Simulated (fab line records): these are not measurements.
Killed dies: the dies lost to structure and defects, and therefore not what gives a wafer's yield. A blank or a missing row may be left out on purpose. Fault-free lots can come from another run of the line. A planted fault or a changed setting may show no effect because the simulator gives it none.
Comparing a struck lot with a sound one | flow sky130 | 28 steps out of a route of 708
Sound: wafers L113.1, L113.4, L113.5. Wafers struck: L121.3, L121.4, L121.5. Last of all comes the cause.
Per side, at each step with rows, come the tool, then ch with its chambers, and then its first start. Under that, the readings that differ: sound wafers | struck wafers | difference of the means | sigmas: that difference in standard deviations of wafers without a fault.
alike: readings with means less than 2 such deviations apart, plus words and numbers identical on both sides. not compared: withheld readings, readings lacking a value on some wafer, bounds such as >300 that could conceal the same value, and numbers that have no deviation in the record and whose values overlap.
A row with sigmas, a row that says differs or no value, or rows on one side alone: a step with any of these is where the two part. Numbers that have no deviation but don't overlap get no sigmas and don't part them. A reading missing from all wafers of one side parts the sides only when that side holds two or more wafers.

first, 1 step without rows for these wafers: SKY_DNWELL_IMPLANT_07.
SKY_DNWELL_STRIP_08: strips in O2/N2.
  sound on plasmaAsher-04 ch 0,1, day 3 23:04; struck on plasmaAsher-03 ch 0,1, day 5 17:05
  alike: drypumpMotorCurrentA, o2FlowSccm, oesProductAu, stripTimeToEndpointS
  not compared: rfHoursCounterH
SKY_DNWELL_TW_MEAS_09:
  sound on filmMetro-02, day 3 23:10; struck on filmMetro-04, day 5 17:11
  alike: DNWELL_TW
then, 7 steps without rows for these wafers: SKY_PWDE_DEHYDRATE_00 (time 60 s); SKY_PWDE_HMDS_01 (prime time 60 s); SKY_PWDE_COAT_02 (resist thk 3000 nm); SKY_PWDE_SOFTBAKE_03; SKY_PWDE_EXPOSE_04 (exposes mask PWDEM, target cd 840 nm); SKY_PWDE_PEB_05; SKY_PWDE_DEVELOP_06 (develop time 60 s).
SKY_PWDE_OVL_MEAS_07:
  sound on overlay-02, day 4 15:37; struck on overlay-01, day 6 11:16
  alike: PWDE_OVL
then, 1 step without rows for these wafers: SKY_PWDE_IMPLANT_08.
SKY_PWDE_STRIP_09: strips in O2/N2.
  sound on plasmaAsher-03 ch 0,1, day 4 15:48; struck on plasmaAsher-01 ch 0,1, day 6 11:29
reading                               | sound             | struck            | difference                    | sigmas
oesProductAu (a.u.)                   | 0.724 0.716 0.728 | 0.926 0.919 0.929 | +0.202                        | +40
stripTimeToEndpointS (s)              | 37.03 36.98 36.90 | - - -             | no value on the struck wafers | 
model.coat_of_PWDE_COAT_02.thkNm (nm) | 0 0 0             | 1611 1609 1610    | +1610                         | 
  alike: drypumpMotorCurrentA, o2FlowSccm
  not compared: rfHoursCounterH
SKY_PWDE_TW_MEAS_10:
  sound on filmMetro-02, day 4 15:54; struck on filmMetro-01, day 6 11:34
  alike: PWDE_TW
then, 7 steps without rows for these wafers: SKY_NWELL_DEHYDRATE_03 (time 60 s); SKY_NWELL_HMDS_04 (prime time 60 s); SKY_NWELL_COAT_05 (resist thk 3000 nm); SKY_NWELL_SOFTBAKE_06; SKY_NWELL_EXPOSE_07 (exposes mask NWM, target cd 840 nm); SKY_NWELL_PEB_08; SKY_NWELL_DEVELOP_09 (develop time 60 s).
SKY_NWELL_OVL_MEAS_10:
  sound on overlay-02, day 5 08:58; struck on overlay-01, day 7 06:05
reading           | sound       | struck         | difference | sigmas
NWELL_00_OVL (nm) | 2.2 2.1 3.0 | -1.5 -0.4 -0.5 | -3.2       | -2
then, 3 steps without rows for these wafers: SKY_NWELL_IMPLANT_11; SKY_NWELL_IMPLANT_12; SKY_NWELL_IMPLANT_13.
SKY_NWELL_STRIP_14: strips in O2/N2.
  sound on plasmaAsher-04 ch 0, day 5 09:27; struck on plasmaAsher-03 ch 0,1, day 7 06:35
reading                  | sound             | struck            | difference | sigmas
stripTimeToEndpointS (s) | 36.87 36.91 36.95 | 60.67 60.59 60.81 | +23.78     | +99 or more
  alike: drypumpMotorCurrentA, o2FlowSccm, oesProductAu
  not compared: rfHoursCounterH
SKY_NWELL_TW_MEAS_15:
  sound on filmMetro-04, day 5 09:33; struck on filmMetro-01, day 7 06:40
reading  | sound          | struck   | difference | sigmas
NWELL_TW | 1817 1814 1815 | 30 30 30 | -1785      | -99 or more
then, 1 step without rows for these wafers: SKY_NWELL_DEHYDRATE_16 (time 60 s).

== WHERE THEY PART ==
First at SKY_PWDE_STRIP_09; last, within this record, at SKY_NWELL_TW_MEAS_15.

WHY: what the simulator had put in
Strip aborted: plasmaAsher-01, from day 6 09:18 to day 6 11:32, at SKY_PWDE_STRIP_09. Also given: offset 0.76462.
